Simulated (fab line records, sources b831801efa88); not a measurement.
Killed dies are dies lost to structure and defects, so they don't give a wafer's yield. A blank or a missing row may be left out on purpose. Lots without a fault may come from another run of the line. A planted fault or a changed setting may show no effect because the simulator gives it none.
Which tool did it? | flow sky130 | 11 lots, 33 wafers sampled, at 5 steps of a route of 708

WHAT THE GAUGES READ, wafer by wafer
SKY_RES_XHIGH_TW_MEAS_09.
lot  | measured     | on            | RES_XHIGH_TW
L799 | day 26 03:22 | film_metro-04 | 1618 1609 1617
L800 | day 26 19:59 | film_metro-01 | 1581 1597 1589
L802 | day 27 09:48 | film_metro-02 | 1639 1636 1630
L807 | day 29 08:08 | film_metro-02 | 1643 1651 1645
L808 | day 30 08:14 | film_metro-01 | 1590 1594 1588
L809 | day 30 13:24 | film_metro-02 | 791 796 803 791 802 801
L810 | day 30 14:15 | film_metro-04 | 785 787 785 780 784 781
L817 | day 32 21:37 | film_metro-04 | 1609 1611 1613
L818 | day 33 02:21 | film_metro-02 | 1647 1650 1651
L819 | day 33 07:20 | film_metro-02 | 1646 1642 1646
L820 | day 34 07:51 | film_metro-01 | 1587 1581 1581

SKY_SD_N_RS_MEAS_18: measures by four-point-probe.
lot  | measured     | on            | RES_XHIGH_RS (ohm/sq)
L799 | day 27 09:05 | film_metro-04 | 333.6 333.1 333.2
L800 | day 28 01:07 | film_metro-01 | 335.0 334.2 336.4
L802 | day 28 15:38 | film_metro-01 | 335.1 335.2 334.5
L807 | day 30 13:01 | film_metro-02 | 331.9 332.3 330.8
L808 | day 31 12:18 | film_metro-04 | 334.9 335.3 334.9
L809 | day 31 17:26 | film_metro-01 | 2036.3 1992.3 2009.2 2034.5 1987.6 2008.8
L810 | day 31 18:48 | film_metro-04 | 2029.1 2007.0 2013.5 2025.1 2007.3 2009.1
L817 | day 34 01:40 | film_metro-04 | 333.7 335.2 333.7
L818 | day 34 05:25 | film_metro-04 | 332.8 333.9 334.1
L819 | day 34 10:29 | film_metro-02 | 333.3 332.8 334.2
L820 | day 35 10:52 | film_metro-01 | 334.4 335.9 334.5

SKY_LI_CONTACT_BOW_MEAS_03.
lot  | measured     | on            | LI_CONTACT_BOW (um)
L799 | day 27 09:41 | film_metro-01 | 50 57 51
L800 | day 28 01:43 | film_metro-04 | 57 55 58
L802 | day 28 16:14 | film_metro-04 | 54 58 66
L807 | day 30 13:50 | film_metro-02 | 62 64 59
L808 | day 31 12:54 | film_metro-04 | 55 51 47
L817 | day 34 02:17 | film_metro-02 | 52 45 47
L818 | day 34 06:01 | film_metro-04 | 53 53 64
L819 | day 34 11:05 | film_metro-04 | 67 57 57
L820 | day 35 11:28 | film_metro-01 | 54 44 46

WHICH TOOL RAN EACH LOT (tool, then ch and the chambers of the sampled wafers, then the start)
lot  | SKY_SD_P_STRIP_10                    | SKY_RES_XHIGH_IMPLANT_07
L799 | plasma_asher-03 ch 0,1, day 24 21:30 | implanter-03 ch 0, day 26 03:07
L800 | plasma_asher-04 ch 0,1, day 25 14:56 | implanter-03 ch 0, day 26 19:46
L802 | plasma_asher-04 ch 0,1, day 26 04:38 | implanter-02 ch 0, day 27 09:34
L807 | plasma_asher-01 ch 0,1, day 28 03:50 | implanter-03 ch 0, day 29 07:53
L808 | plasma_asher-04 ch 0,1, day 29 04:11 | implanter-03 ch 0, day 30 08:00
L809 | plasma_asher-03 ch 0,1, day 29 09:08 | implanter-03 ch 0, day 30 13:10
L810 | plasma_asher-04 ch 0,1, day 29 10:47 | implanter-03 ch 0, day 30 14:02
L817 | plasma_asher-01 ch 0,1, day 31 18:41 | implanter-01 ch 0, day 32 21:22
L818 | plasma_asher-03 ch 0,1, day 31 23:08 | implanter-01 ch 0, day 33 02:08
L819 | plasma_asher-01 ch 0,1, day 32 03:53 | implanter-01 ch 0, day 33 07:05
L820 | plasma_asher-04 ch 0, day 33 06:00   | implanter-01 ch 0, day 34 07:37
- SKY_SD_P_STRIP_10: strips in O2/N2.
- SKY_RES_XHIGH_IMPLANT_07

WHAT THE TOOLS THEMSELVES READ (means of the sampled wafers that have a number; where no wafer has one, the mark that the record gives instead)
SKY_SD_P_STRIP_10.
lot  | tool            | drypump_motor_current_A (A) | oes_product_au (a.u.) | strip_time_to_endpoint_s (s)
L799 | plasma_asher-03 | 6.1                         | 0.615                 | 17.55
L800 | plasma_asher-04 | 5.6                         | 0.625                 | 17.57
L802 | plasma_asher-04 | 5.3                         | 0.619                 | 17.56
L807 | plasma_asher-01 | 5.6                         | 0.617                 | 17.56
L808 | plasma_asher-04 | 5.6                         | 0.615                 | 17.55
L809 | plasma_asher-03 | 6.0                         | 0.612                 | 17.56
L810 | plasma_asher-04 | 5.6                         | 0.616                 | 17.51
L817 | plasma_asher-01 | 5.4                         | 0.615                 | 17.53
L818 | plasma_asher-03 | 5.9                         | 0.627                 | 17.54
L819 | plasma_asher-01 | 5.4                         | 0.617                 | 17.47
L820 | plasma_asher-04 | 5.9                         | 0.617                 | 17.48

SKY_RES_XHIGH_IMPLANT_07.
lot  | tool         | beam_on_s (s) | dose_ions_cm2 | faraday_current_uA
L799 | implanter-03 | 34.8          | 3.6e+14       | 584
L800 | implanter-03 | 34.6          | 3.6e+14       | 590
L802 | implanter-02 | 38.8          | 3.6e+14       | 524
L807 | implanter-03 | 34.2          | 3.6e+14       | 594
L808 | implanter-03 | 34.1          | 3.6e+14       | 595
L809 | implanter-03 | 9.8           | 3.6e+13       | 207
L810 | implanter-03 | 9.9           | 3.6e+13       | 205
L817 | implanter-01 | 35.2          | 3.6e+14       | 575
L818 | implanter-01 | 35.9          | 3.6e+14       | 566
L819 | implanter-01 | 34.9          | 3.6e+14       | 580
L820 | implanter-01 | 35.1          | 3.6e+14       | 579

THE ANSWER, worked out from the rows above alone
Rule: what is usual is taken from the lots themselves. Put in order of their means at a reading, lots are off if they are a third of the lots or fewer, leave a main group of 4 or more, and stand apart from it by a gap of 3 or more times the standard deviation of the main group's means; of several such gaps the widest counts. A main group whose means are all the same, to the digits that the tables above print for the reading, isn't used. A lot without any number at a reading at which 4 lots or more have one is off too. The other lots that the step has rows for count as sound. The gauges are gone through in route order, then the tools' own readings, and for those a lot's mean is taken as printed above. The first step at which some lot is off is used, and at that step the reading that is off furthest; a lot without a number counts as furthest.
Off: L809, L810, at SKY_RES_XHIGH_TW_MEAS_09 (RES_XHIGH_TW). The main group: mean 1618, standard deviation 25.
A tool fits if, at a process step before that reading, it ran every lot that is off, and no sound lot after the first of them. The gauges at SKY_RES_XHIGH_TW_MEAS_09 aren't tried: what is off there is off at SKY_RES_XHIGH_IMPLANT_07 too, on other tools, and a gauge's error can't cause that. One fits: implanter-03 at SKY_RES_XHIGH_IMPLANT_07. Its last sound lot is L808 (day 30 08:00), its first lot that is off L809 (day 30 13:10): a fault that began between those two fits.
The tool's own readings at SKY_RES_XHIGH_IMPLANT_07 bear it out: on the lots that are off they differ by more than 5 times the standard deviation of the sound lots' means. beam_on_s reads 9.9 s there against 35.3 s on the sound lots; dose_ions_cm2 reads 3.6e+13 there against 3.6e+14 on the sound lots; faraday_current_uA reads 206 there against 576 on the sound lots.

WHAT THE SIMULATOR HAD PUT IN
Process parameter drift: implanter-03, from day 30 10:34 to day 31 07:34, at SKY_RES_XHIGH_IMPLANT_07. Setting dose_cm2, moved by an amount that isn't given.
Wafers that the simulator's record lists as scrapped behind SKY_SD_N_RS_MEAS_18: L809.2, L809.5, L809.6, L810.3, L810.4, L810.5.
Lots struck among those shown: L809, L810. The rule above found the same.
